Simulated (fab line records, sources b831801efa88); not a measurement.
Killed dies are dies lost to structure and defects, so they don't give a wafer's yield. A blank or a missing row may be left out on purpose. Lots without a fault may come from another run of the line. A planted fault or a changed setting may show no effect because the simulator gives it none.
Which tool did it? | flow gf180mcu | 10 lots, 30 wafers sampled, at 5 steps of a route of 602

WHAT THE GAUGES READ, wafer by wafer
GF_V2_OVL_MEAS_15.
lot  | measured     | on         | V2_OVL (nm)
L410 | day 20 06:05 | overlay-01 | 3 -2 2
L411 | day 20 10:46 | overlay-01 | 7 5 8
L413 | day 21 04:01 | overlay-02 | 4 8 6
L417 | day 22 23:01 | overlay-01 | -16 -12 8
L418 | day 23 09:52 | overlay-02 | 8 8 8
L426 | day 25 21:14 | overlay-01 | -7 8 -2
L428 | day 26 08:20 | overlay-01 | 1 -2 6
L429 | day 26 11:44 | overlay-01 | -3 4 -1
L430 | day 26 19:17 | overlay-02 | -6 7 -13
L433 | day 28 02:20 | overlay-02 | 3 2 6

GF_V3_RS_MEAS_24: measures by four-point-probe.
lot  | measured     | on            | V3_W_RS (ohm/sq)
L410 | day 22 10:18 | film_metro-02 | 0.326 0.334 0.326
L411 | day 22 15:16 | film_metro-01 | 0.329 0.324 0.327
L413 | day 23 07:00 | film_metro-01 | 0.328 0.334 0.329
L417 | day 25 00:44 | film_metro-02 | 0.328 0.325 0.386
L418 | day 25 10:28 | film_metro-01 | 0.330 0.392 0.391
L426 | day 27 18:16 | film_metro-02 | 0.331 0.327 0.329
L428 | day 28 05:14 | film_metro-02 | 0.324 0.329 0.327
L429 | day 28 07:53 | film_metro-02 | 0.326 0.324 0.326
L430 | day 28 14:41 | film_metro-04 | 0.326 0.327 0.327
L433 | day 29 20:02 | film_metro-02 | 0.329 0.333 0.334

GF_V3_THK_MEAS_25: measures by xrf.
lot  | measured     | on            | V3_W_THK (nm)
L410 | day 22 10:25 | film_metro-02 | 363 356 362
L411 | day 22 15:23 | film_metro-01 | 353 357 356
L413 | day 23 07:07 | film_metro-01 | 349 342 349
L417 | day 25 00:52 | film_metro-02 | 359 363 306
L418 | day 25 10:35 | film_metro-01 | 347 294 295
L426 | day 27 18:22 | film_metro-02 | 359 363 360
L428 | day 28 05:22 | film_metro-02 | 365 358 360
L429 | day 28 08:00 | film_metro-02 | 361 363 360
L430 | day 28 14:47 | film_metro-04 | 356 354 355
L433 | day 29 20:08 | film_metro-02 | 358 352 352

WHICH TOOL RAN EACH LOT (tool, then ch and the chambers of the sampled wafers, then the start)
lot  | GF_V3_SPUTTER_22             | GF_V3_CVD_23
L410 | pvd_sputter-03, day 22 10:08 | cvd_w-02 ch 0,1, day 22 10:10
L411 | pvd_sputter-02, day 22 15:07 | cvd_w-02 ch 0,1, day 22 15:10
L413 | pvd_sputter-03, day 23 06:44 | cvd_w-02 ch 1, day 23 06:47
L417 | pvd_sputter-03, day 25 00:35 | cvd_w-02 ch 0,1, day 25 00:38
L418 | pvd_sputter-03, day 25 10:19 | cvd_w-02 ch 0,1, day 25 10:21
L426 | pvd_sputter-03, day 27 18:05 | cvd_w-02 ch 0,1, day 27 18:10
L428 | pvd_sputter-04, day 28 05:05 | cvd_w-02 ch 0,1, day 28 05:08
L429 | pvd_sputter-04, day 28 07:43 | cvd_w-02 ch 0,1, day 28 07:46
L430 | pvd_sputter-03, day 28 14:31 | cvd_w-02 ch 0,1, day 28 14:33
L433 | pvd_sputter-02, day 29 19:52 | cvd_w-02 ch 0,1, day 29 19:54
- GF_V3_SPUTTER_22: material TiN, target thk 10 nm, time 40 s.
- GF_V3_CVD_23: deposits W, target thk 350 nm, time 104.9 s.

WHAT THE TOOLS THEMSELVES READ (means of the sampled wafers that have a number; where no wafer has one, the mark that the record gives instead)
GF_V3_SPUTTER_22.
lot  | tool           | throttle_valve_pct (%)
L410 | pvd_sputter-03 | 29.7
L411 | pvd_sputter-02 | 30.3
L413 | pvd_sputter-03 | 29.6
L417 | pvd_sputter-03 | 30.1
L418 | pvd_sputter-03 | 30.2
L426 | pvd_sputter-03 | 29.6
L428 | pvd_sputter-04 | 29.9
L429 | pvd_sputter-04 | 29.7
L430 | pvd_sputter-03 | 29.8
L433 | pvd_sputter-02 | 29.7

GF_V3_CVD_23.
lot  | tool     | chamber_pressure_Torr (Torr) | heater_power_w (W)
L410 | cvd_w-02 | 40.03                        | 818
L411 | cvd_w-02 | 39.93                        | 838
L413 | cvd_w-02 | 39.96                        | 847
L417 | cvd_w-02 | 40.05                        | 841
L418 | cvd_w-02 | 39.98                        | 854
L426 | cvd_w-02 | 40.07                        | 829
L428 | cvd_w-02 | 40.10                        | 857
L429 | cvd_w-02 | 40.01                        | 855
L430 | cvd_w-02 | 40.09                        | 854
L433 | cvd_w-02 | 39.99                        | 850

THE ANSWER, worked out from the rows above alone
Rule: what is usual is taken from the lots themselves. Put in order of their means at a reading, lots are off if they are a third of the lots or fewer, leave a main group of 4 or more, and stand apart from it by a gap of 3 or more times the standard deviation of the main group's means; of several such gaps the widest counts. A main group whose means are all the same, to the digits that the tables above print for the reading, isn't used. A lot without any number at a reading at which 4 lots or more have one is off too. The other lots that the step has rows for count as sound. The gauges are gone through in route order, then the tools' own readings, and for those a lot's mean is taken as printed above. The first step at which some lot is off is used, and at that step the reading that is off furthest; a lot without a number counts as furthest.
Off: L417, L418, at GF_V3_RS_MEAS_24 (V3_W_RS). The main group: mean 0.328 ohm/sq, standard deviation 0.0021.
A tool fits if, at a process step before that reading, it ran every lot that is off, and no sound lot after the first of them. The gauges at GF_V3_RS_MEAS_24 are tried like those tools. None of those tried fits.

WHAT THE SIMULATOR HAD PUT IN
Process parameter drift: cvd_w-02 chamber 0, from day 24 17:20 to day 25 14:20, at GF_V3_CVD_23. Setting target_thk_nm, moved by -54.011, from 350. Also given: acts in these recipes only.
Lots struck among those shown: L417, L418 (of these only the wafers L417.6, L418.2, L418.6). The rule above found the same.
